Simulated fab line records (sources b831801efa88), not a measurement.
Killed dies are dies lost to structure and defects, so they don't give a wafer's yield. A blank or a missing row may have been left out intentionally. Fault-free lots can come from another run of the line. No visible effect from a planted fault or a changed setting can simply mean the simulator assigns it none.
fab line records ; flow sky130
[record] lots = 10; wafers = 30; last_day = 50
route steps=708 shown POLY_GATE@204 METAL3@534 VIA3@585
lots that met no fault: taken from a fault-free run of the same line
start_h: hours from the record's opening day to when the first of the lot's shown wafers began ; wait_h: hours from the lot's prior step to this one ; " as in the row above ; L1.1+2: one row covering several wafers at once ; - no value, or no start given ; * or withheld: withheld ; < > ~ a bound
route shown NAME@n: NAME is a module with steps in the file, n the number in the route of the first one ; usual: the fault-free wafers' mean and standard deviation ; same: alike in all rows ; chamber/n: place in a boat ; sites: readings site by site ; _std_site: how widely they spread, as a standard deviation ; _edge_site: mean of outer sites minus mean of inner sites ; radius_mm: how far each site lies from the wafer's centre ; mask NAME#n: copy n ; behind: the last tool/chamber to shape the wafer ; hold: cause of the lot's hold/its duration in hours/its outcome ; device: transistor that didn't switch, given as n, p or np ; end of line: tests run on the same wafers once the route is complete ; where a step has no rows: the recipe by itself ; killed: at the first sort, the dies lost to defects and structure; wafer yield is something else ; map: per-die view of a wafer (x killed, . not killed, _ where there is no die)
set.NAME: the setting as run; set.NAME@STEP: as run at that earlier step ; model.NAME: the simulator's own value behind a step, which no gauge read
route steps across a sampled set of lots; one table per step, one row per wafer
services: from which hour (start_h, from the record's first day; less than 0 if before it) a tool's chamber was out of use, for how many hours, and why
[[steps]]
[step SKY_POLY_GATE_CVD_00]
[recipe] material = poly-Si; target_thk_nm = 180; temp_c = 620; time_s = 720; pressure_mtorr = 200
[usual] spike_tc_bottom_C = 641.3/1.3; spike_tc_centre_C = 620.3/1; spike_tc_lower_C = 621.5/1; spike_tc_top_C = 638.5/1.7; spike_tc_upper_C = 620.6/0.99; susceptor_temp_C = 619.96/0.25
lot.wafer;tool;chamber;start_h;wait_h;spike_tc_bottom_C;spike_tc_centre_C;spike_tc_lower_C;spike_tc_top_C;spike_tc_upper_C;susceptor_temp_C
L343.1;lpcvd-01;1;309.87;0.0;640.1;619.0;621.8;637.3;620.5;620.20
L343.2;lpcvd-01;1;309.87;0.0;640.7;620.7;622.3;636.1;619.7;619.73
L343.5;lpcvd-01;1;309.87;0.0;639.3;621.2;621.3;637.6;619.8;620.35
L346.2;lpcvd-01;0;340.40;0.0;642.4;619.6;621.5;640.9;619.0;620.44
L346.3;lpcvd-01;0;340.40;0.0;643.9;620.7;619.7;639.5;620.6;620.43
L346.5;lpcvd-01;0;340.40;0.0;642.5;619.8;620.7;641.6;621.7;619.99
L349.3;lpcvd-01;1;364.41;0.0;641.8;621.9;622.1;638.1;620.7;619.59
L349.4;lpcvd-01;1;364.41;0.0;640.7;621.8;621.3;635.5;621.5;619.72
L349.5;lpcvd-01;1;364.41;0.0;641.2;620.5;620.5;639.7;619.2;619.49
L350.1;lpcvd-01;0;373.35;0.0;641.5;622.4;622.1;640.1;619.9;620.07
L350.2;lpcvd-01;0;373.35;0.0;642.7;618.7;622.8;640.2;619.2;619.67
L350.3;lpcvd-01;0;373.35;0.0;643.5;619.7;620.0;640.1;621.3;619.52
L352.4;lpcvd-01;0;385.56;0.0;642.1;622.7;621.5;639.2;619.4;619.95
L352.5;lpcvd-01;0;385.56;0.0;643.3;620.1;622.0;641.2;620.9;619.96
L352.6;lpcvd-01;0;385.56;0.0;641.4;619.1;618.6;639.3;622.0;619.96
L355.1;lpcvd-01;0;409.36;0.0;635.0;611.5;613.5;631.7;611.3;619.64
L355.2;lpcvd-01;0;409.36;0.0;634.2;612.3;612.5;629.8;612.3;619.75
L355.5;lpcvd-01;0;409.36;0.0;634.0;610.2;612.6;631.4;610.9;619.74
L363.1;lpcvd-01;0;481.68;0.0;644.1;620.7;620.8;640.2;619.9;620.10
L363.3;lpcvd-01;0;481.68;0.0;642.1;620.1;621.1;641.2;619.4;620.25
L363.5;lpcvd-01;0;481.68;0.0;640.5;622.1;622.0;641.2;619.8;619.70
L364.3;lpcvd-01;1;484.66;0.0;639.4;619.2;622.5;636.5;620.6;620.04
L364.4;lpcvd-01;1;484.66;0.0;639.6;619.6;621.3;637.8;620.9;620.09
L364.5;lpcvd-01;1;484.66;0.0;639.6;620.8;620.6;637.0;620.5;620.11
L365.2;lpcvd-01;1;498.90;0.0;641.8;620.7;620.1;637.5;620.2;619.72
L365.3;lpcvd-01;1;498.90;0.0;642.2;620.0;621.4;635.9;621.1;620.01
L365.4;lpcvd-01;1;498.90;0.0;638.9;619.6;621.3;636.9;620.2;620.14
L366.1;lpcvd-01;1;503.88;0.0;641.9;618.0;622.2;636.5;619.4;620.28
L366.3;lpcvd-01;1;503.88;0.0;641.7;620.3;621.8;636.1;620.9;620.38
L366.4;lpcvd-01;1;503.88;0.0;641.8;619.7;622.8;638.8;620.2;620.35
[step SKY_POLY_GATE_THK_MEAS_01]
[recipe] reads = poly-Si_of_POLY_GATE_CVD_00
[usual] POLY_GATE_CVD_00_THK = 179.7/1.9
lot.wafer;tool;chamber;start_h;wait_h;POLY_GATE_CVD_00_THK[nm]
L343.1;film_metro-03;-;311.07;0.0;178.4
L343.2;film_metro-03;-;311.07;0.0;177.9
L343.5;film_metro-03;-;311.07;0.0;178.7
L346.2;film_metro-01;-;341.61;0.0;174.3
L346.3;film_metro-01;-;341.61;0.0;177.3
L346.5;film_metro-01;-;341.61;0.0;176.0
L349.3;film_metro-03;-;365.63;0.0;178.1
L349.4;film_metro-03;-;365.63;0.0;178.5
L349.5;film_metro-03;-;365.63;0.0;179.0
L350.1;film_metro-01;-;375.15;0.0;178.9
L350.2;film_metro-01;-;375.15;0.0;179.8
L350.3;film_metro-01;-;375.15;0.0;179.0
L352.4;film_metro-04;-;386.79;0.0;180.9
L352.5;film_metro-04;-;386.79;0.0;180.8
L352.6;film_metro-04;-;386.79;0.0;180.2
L355.1;film_metro-03;-;410.56;0.0;147.0
L355.2;film_metro-03;-;410.56;0.0;146.3
L355.5;film_metro-03;-;410.56;0.0;147.7
L363.1;film_metro-03;-;482.88;0.0;180.4
L363.3;film_metro-03;-;482.88;0.0;180.9
L363.5;film_metro-03;-;482.88;0.0;182.6
L364.3;film_metro-03;-;485.88;0.0;181.9
L364.4;film_metro-03;-;485.88;0.0;182.4
L364.5;film_metro-03;-;485.88;0.0;182.6
L365.2;film_metro-04;-;500.11;0.0;180.4
L365.3;film_metro-04;-;500.11;0.0;178.7
L365.4;film_metro-04;-;500.11;0.0;179.8
L366.1;film_metro-03;-;505.08;0.0;179.9
L366.3;film_metro-03;-;505.08;0.0;179.8
L366.4;film_metro-03;-;505.08;0.0;179.9
[step SKY_POLY_GATE_ETCH_17]
[recipe] target_depth_nm = 180; stop_on = SiO2; over_etch_frac = 0.56667; chemistry = HBr/Cl2; target = poly-Si; icp_w = 400; bias_w = 100; pressure_mtorr = 10; HBr_flow_sccm = 150; Cl2_flow_sccm = 50; time_s = 70.5
[usual] drypump_motor_current_A = 5.9/0.46; oes_product_au = 0.982/0.008; throttle_valve_pct = 33.684/0.0086
lot.wafer;tool;chamber;start_h;wait_h;drypump_motor_current_A;oes_product_au;rf_hours_counter_h;throttle_valve_pct
L343.1;rie_si-01;1;365.21;0.0;5.7;0.977;1;33.684
L343.2;rie_si-01;3;365.21;0.0;6.1;0.983;2;33.688
L343.5;rie_si-01;3;365.21;0.0;6.1;0.988;-;33.678
L346.2;rie_si-01;3;400.30;0.0;6.1;0.970;2;33.681
L346.3;rie_si-01;2;400.30;0.0;5.6;0.977;52;33.693
L346.5;rie_si-01;2;400.30;0.0;5.6;0.980;-;33.666
L349.3;rie_si-01;3;427.60;0.0;6.1;0.979;2;33.704
L349.4;rie_si-01;2;427.60;0.0;5.5;0.981;52;33.677
L349.5;rie_si-01;3;427.60;0.0;6.1;0.993;-;33.671
L350.1;rie_si-02;3;437.15;0.0;5.7;0.968;4;33.676
L350.2;rie_si-02;2;437.15;0.0;6.6;0.979;7;33.705
L350.3;rie_si-02;0;437.15;0.0;5.4;0.985;2;33.698
L352.4;rie_si-02;3;449.63;0.1;5.7;0.974;-;33.686
L352.5;rie_si-02;2;449.63;0.1;6.6;0.986;-;33.668
L352.6;rie_si-02;0;449.63;0.1;5.4;0.988;-;33.688
L355.1;rie_si-01;3;474.50;0.0;6.2;0.856;3;33.675
L355.2;rie_si-01;1;474.50;0.0;5.6;0.859;2;33.685
L355.5;rie_si-01;2;474.50;0.0;5.6;0.869;-;33.676
L363.1;rie_si-01;2;547.24;0.0;5.5;0.988;0;33.674
L363.3;rie_si-01;0;547.24;0.0;5.4;0.986;1;33.681
L363.5;rie_si-01;0;547.24;0.0;5.4;0.992;-;33.688
L364.3;rie_si-02;2;552.65;0.0;6.6;0.983;7;33.669
L364.4;rie_si-02;0;552.65;0.0;5.4;0.994;3;33.681
L364.5;rie_si-02;0;552.65;0.0;5.4;0.975;-;33.696
L365.2;rie_si-01;2;564.87;0.0;5.5;0.988;0;33.673
L365.3;rie_si-01;0;564.87;0.0;5.4;0.986;1;33.681
L365.4;rie_si-01;3;564.87;0.0;6.1;0.990;3;33.681
L366.1;rie_si-02;3;568.80;0.0;5.7;0.980;5;33.689
L366.3;rie_si-02;2;568.80;0.0;6.5;0.993;7;33.692
L366.4;rie_si-02;0;568.80;0.0;5.4;0.982;3;33.675
[step SKY_METAL3_SPUTTER_02]
[recipe] material = AlCu; target_thk_nm = 735; power_w = 10600; time_s = 39.1; chamber_pressure_pa = 0.4
[usual] throttle_valve_pct = 30.1/1.2
lot.wafer;tool;chamber;start_h;wait_h;throttle_valve_pct
L343.1;pvd_sputter-01;-;847.14;0.0;31.0
L343.2;pvd_sputter-01;-;847.14;0.0;30.3
L343.5;pvd_sputter-01;-;847.14;0.0;30.7
L346.2;pvd_sputter-01;-;877.81;0.0;30.9
L346.3;pvd_sputter-01;-;877.81;0.0;30.9
L346.5;pvd_sputter-01;-;877.81;0.0;30.3
L349.3;pvd_sputter-02;-;901.34;0.0;31.3
L349.4;pvd_sputter-02;-;901.34;0.0;29.6
L349.5;pvd_sputter-02;-;901.34;0.0;29.8
L350.1;pvd_sputter-02;-;906.58;0.0;31.4
L350.2;pvd_sputter-02;-;906.58;0.0;29.7
L350.3;pvd_sputter-02;-;906.58;0.0;27.9
L352.4;pvd_sputter-04;-;918.80;0.0;30.1
L352.5;pvd_sputter-04;-;918.80;0.0;29.5
L352.6;pvd_sputter-04;-;918.80;0.0;29.0
L355.1;pvd_sputter-01;-;938.27;0.0;30.5
L355.2;pvd_sputter-01;-;938.27;0.0;30.9
L355.5;pvd_sputter-01;-;938.27;0.0;31.0
L363.1;pvd_sputter-02;-;995.11;0.0;29.7
L363.3;pvd_sputter-02;-;995.11;0.0;27.9
L363.5;pvd_sputter-02;-;995.11;0.0;27.9
L364.3;pvd_sputter-04;-;996.61;0.0;32.5
L364.4;pvd_sputter-04;-;996.61;0.0;29.5
L364.5;pvd_sputter-04;-;996.61;0.0;32.1
L365.2;pvd_sputter-02;-;1005.49;0.0;31.2
L365.3;pvd_sputter-02;-;1005.49;0.0;27.9
L365.4;pvd_sputter-02;-;1005.49;0.0;30.1
L366.1;pvd_sputter-02;-;1008.95;0.0;30.2
L366.3;pvd_sputter-02;-;1008.95;0.0;27.8
L366.4;pvd_sputter-02;-;1008.95;0.0;31.4
[step SKY_VIA3_CD_MEAS_12]
[recipe] target_cd_nm = 200
[usual] cd_nm = 200.3/1.5
lot.wafer;tool;chamber;start_h;wait_h;cd_nm
L343.1;cd_sem-02;-;925.42;-;201.1
L343.2;cd_sem-02;-;925.42;-;201.3
L343.5;cd_sem-02;-;925.42;-;201.8
L346.2;cd_sem-01;-;952.84;-;199.2
L346.3;cd_sem-01;-;952.84;-;197.9
L346.5;cd_sem-01;-;952.84;-;201.0
L349.3;cd_sem-02;-;977.46;-;200.8
L349.4;cd_sem-02;-;977.46;-;200.6
L349.5;cd_sem-02;-;977.46;-;200.6
L350.1;cd_sem-01;-;982.07;-;201.4
L350.2;cd_sem-01;-;982.07;-;201.1
L350.3;cd_sem-01;-;982.07;-;202.7
L352.4;cd_sem-02;-;994.43;-;199.1
L352.5;cd_sem-02;-;994.43;-;199.9
L352.6;cd_sem-02;-;994.43;-;199.8
L355.1;cd_sem-02;-;1011.68;-;201.0
L355.2;cd_sem-02;-;1011.68;-;199.7
L355.5;cd_sem-02;-;1011.68;-;200.6
L363.1;cd_sem-01;-;1064.47;-;197.8
L363.3;cd_sem-01;-;1064.47;-;197.9
L363.5;cd_sem-01;-;1064.47;-;199.7
L364.3;cd_sem-02;-;1065.91;-;201.1
L364.4;cd_sem-02;-;1065.91;-;200.3
L364.5;cd_sem-02;-;1065.91;-;201.1
L365.2;cd_sem-01;-;1074.09;-;198.6
L365.3;cd_sem-01;-;1074.09;-;200.5
L365.4;cd_sem-01;-;1074.09;-;199.1
L366.1;cd_sem-01;-;1079.13;-;201.9
L366.3;cd_sem-01;-;1079.13;-;201.8
L366.4;cd_sem-01;-;1079.13;-;202.9
[step SKY_VIA3_ETCH_14]
[recipe] chemistry = N2/H2; target = BARC; ion_energy_ev = 200; source_w = 500; bias_w = 100; pressure_mtorr = 30; n2_flow_sccm = 100; h2_flow_sccm = 200; stop_on = SiO2; time_s = 45.9; target_depth_a = 600
[usual] drypump_motor_current_A = 5.6/0.45; oes_product_au = 0.855/0.0046; throttle_valve_pct = 13.226/0.0098
lot.wafer;tool;chamber;start_h;wait_h;drypump_motor_current_A;oes_product_au;rf_hours_counter_h;throttle_valve_pct
L343.1;rie_diel-04;0;925.58;0.0;6.1;0.850;19;13.214
L343.2;rie_diel-04;2;925.58;0.0;5.0;0.855;25;13.216
L343.5;rie_diel-04;2;925.58;0.0;5.0;0.857;-;13.233
L346.2;rie_diel-03;2;952.98;0.0;4.7;0.855;21;13.232
L346.3;rie_diel-03;3;952.98;0.0;5.5;0.849;4;13.245
L346.5;rie_diel-03;3;952.98;0.0;5.4;0.854;-;13.228
L349.3;rie_diel-03;1;977.57;0.0;5.4;0.858;14;13.216
L349.4;rie_diel-03;0;977.57;0.0;6.2;0.851;16;13.236
L349.5;rie_diel-03;1;977.57;0.0;5.4;0.853;-;13.234
L350.1;rie_diel-01;1;982.22;0.0;6.0;0.848;18;13.221
L350.2;rie_diel-01;3;982.22;0.0;5.6;0.851;10;13.239
L350.3;rie_diel-01;2;982.22;0.0;5.7;0.857;9;13.248
L352.4;rie_diel-03;2;994.52;0.0;4.7;0.853;23;13.227
L352.5;rie_diel-03;1;994.52;0.0;5.4;0.852;-;13.246
L352.6;rie_diel-03;2;994.52;0.0;4.7;0.860;-;13.231
L355.1;rie_diel-01;2;1011.83;0.0;5.7;0.856;10;13.226
L355.2;rie_diel-01;1;1011.83;0.0;6.0;0.857;19;13.220
L355.5;rie_diel-01;2;1011.83;0.0;5.7;0.848;-;13.221
L363.1;rie_diel-03;1;1064.63;0.0;5.5;0.867;17;13.229
L363.3;rie_diel-03;3;1064.63;0.0;5.5;0.851;7;13.227
L363.5;rie_diel-03;2;1064.63;0.0;4.7;0.850;-;13.241
L364.3;rie_diel-01;1;1066.02;0.0;6.0;0.854;21;13.217
L364.4;rie_diel-01;0;1066.02;0.0;5.7;0.863;18;13.227
L364.5;rie_diel-01;3;1066.02;0.0;5.6;0.861;-;13.214
L365.2;rie_diel-01;1;1074.23;0.0;6.0;0.855;21;13.223
L365.3;rie_diel-01;3;1074.23;0.0;5.6;0.863;13;13.234
L365.4;rie_diel-01;2;1074.23;0.0;5.7;0.854;12;13.226
L366.1;rie_diel-03;2;1079.28;0.0;4.7;0.851;25;13.232
L366.3;rie_diel-03;0;1079.28;0.0;6.2;0.856;20;13.230
L366.4;rie_diel-03;1;1079.28;0.0;5.4;0.860;17;13.223
[[services]]
tool;chamber;start_h;hours;kind
lpcvd-01;-;289.42;0.8;repair
rie_diel-03;3;301.47;4.3;repair
pvd_sputter-02;-;331.77;1.1;repair
rie_diel-03;1;334.30;3.7;repair
rie_diel-03;2;335.61;6.9;repair
rie_diel-03;0;402.53;3.5;repair
rie_diel-03;1;429.93;1.2;repair
rie_diel-03;-;508.56;2.0;repair
rie_diel-03;2;528.93;2.4;repair
rie_si-01;2;581.18;4.7;repair
rie_si-01;3;618.04;6.6;repair
rie_si-01;2;644.82;1.0;repair
rie_si-01;2;646.93;1.4;repair
lpcvd-01;-;722.43;0.7;repair
rie_si-01;-;726.53;14.6;pm
lpcvd-01;-;833.22;0.6;repair
lpcvd-01;-;839.57;2.0;repair
lpcvd-01;-;848.52;1.2;repair
rie_si-01;-;876.64;0.1;repair
lpcvd-01;-;928.15;6.1;pm
rie_si-01;-;952.39;2.8;pm
rie_si-01;-;966.51;28.1;pm
lpcvd-01;-;971.67;1.9;repair
rie_si-01;-;1054.12;0.5;repair
[[key]]
[first_sign] step = SKY_POLY_GATE_CVD_00; reading = spike_tc_upper_C; direction = down; sigmas = 9.1; usual = 620.6; struck = 611.5
[effect] step = SKY_POLY_GATE_CVD_00; reading = spike_tc_centre_C; direction = down; sigmas = 8.8; usual = 620.3; struck = 611.3
[effect] step = SKY_POLY_GATE_THK_MEAS_01; reading = POLY_GATE_CVD_00_THK; direction = down; sigmas = 18; usual = 179.7; struck = 147.0
[effect] step = SKY_POLY_GATE_ETCH_17; reading = oes_product_au; direction = down; sigmas = 15; usual = 0.982; struck = 0.861
met_at SKY_POLY_GATE_CVD_00
struck_lots L355
struck_wafers L355.1,L355.2,L355.5
tester_left_out L355
not_acting_at SKY_METAL3_SPUTTER_02,SKY_VIA3_CD_MEAS_12,SKY_VIA3_ETCH_14
onset_between 385.56 409.36
[fault] kind = process_parameter_drift; tool = lpcvd-01; chamber = 0; onset_h = 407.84; steps = SKY_POLY_GATE_CVD_00; channel = temp_c; offset = *; shape = step; end_h = 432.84; stated = *
// tester_left_out: of these lots the tester's yield and bins aren't shown, on N5 and GAA mostly nor the transistor test; their killed dies are dies lost to structure and defects alone, not to doping, threshold or leakage, so they don't give the yield
